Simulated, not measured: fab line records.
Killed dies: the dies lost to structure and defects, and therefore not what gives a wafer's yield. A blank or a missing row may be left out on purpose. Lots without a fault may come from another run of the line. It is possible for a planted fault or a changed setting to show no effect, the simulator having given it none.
What tool caused it?	flow sky130	21 wafers from 7 lots sampled at 2 of the route's 708 steps

== WHAT EACH GAUGE READ, for each wafer ==
SKY_CONTACT_CD_MEAS_14 targets a cd of 170 nm.
lot	measured	on	cd nm (nm)
L496	day 32 07:29	cd sem-02	170.6 170.7 172.2
L502	day 34 21:56	cd sem-01	- - -
L507	day 36 07:59	cd sem-02	168.5 169.8 170.2
L509	day 37 01:26	cd sem-02	170.4 170.1 168.9
L511	day 37 13:05	cd sem-01	171.2 171.9 172.3
L514	day 38 05:41	cd sem-02	168.6 167.4 166.2
L516	day 38 16:35	cd sem-01	170.1 169.6 169.3

== WHICH TOOL RAN EACH LOT (tool, then ch and the chambers of the sampled wafers, then the start) ==
lot	SKY_CONTACT_PEB_12
L496	litho track-04 ch 0, day 32 07:00
L502	litho track-04, day 34 21:00
L507	litho track-04 ch 0, day 36 07:00
L509	litho track-01 ch 0, day 37 01:00
L511	litho track-02 ch 0, day 37 12:00
L514	litho track-04 ch 0, day 38 05:00
L516	litho track-04 ch 0, day 38 16:00
- SKY_CONTACT_PEB_12

== THE ANSWER, worked out from the rows above alone ==
Rule: the usual values come from the lots themselves. The widest of any qualifying gaps counts: lots, ordered by their means at a reading, are off when they make up no more than a third of the lots, leave a main group of 4 or more, and stand apart from it by 3 or more times the standard deviation of that group's means. A main group whose means are all the same, to the digits that the tables above print for the reading, isn't used. Also off: a lot with no number at a reading for which 4 or more lots have one. All remaining lots with rows at the step are treated as sound.
Off, at SKY_CONTACT_CD_MEAS_14 on cd nm: L502. Without a number there: L502. For the main group the mean is 169.9 nm and the standard deviation 1.4.
If a tool, at a process step before that reading, ran all the lots that are off and no sound lot after the first of them, it fits. Gauges at SKY_CONTACT_CD_MEAS_14: tried the same way as those tools. None of those tried fits.

== WHAT THE SIMULATOR HAD INSERTED ==
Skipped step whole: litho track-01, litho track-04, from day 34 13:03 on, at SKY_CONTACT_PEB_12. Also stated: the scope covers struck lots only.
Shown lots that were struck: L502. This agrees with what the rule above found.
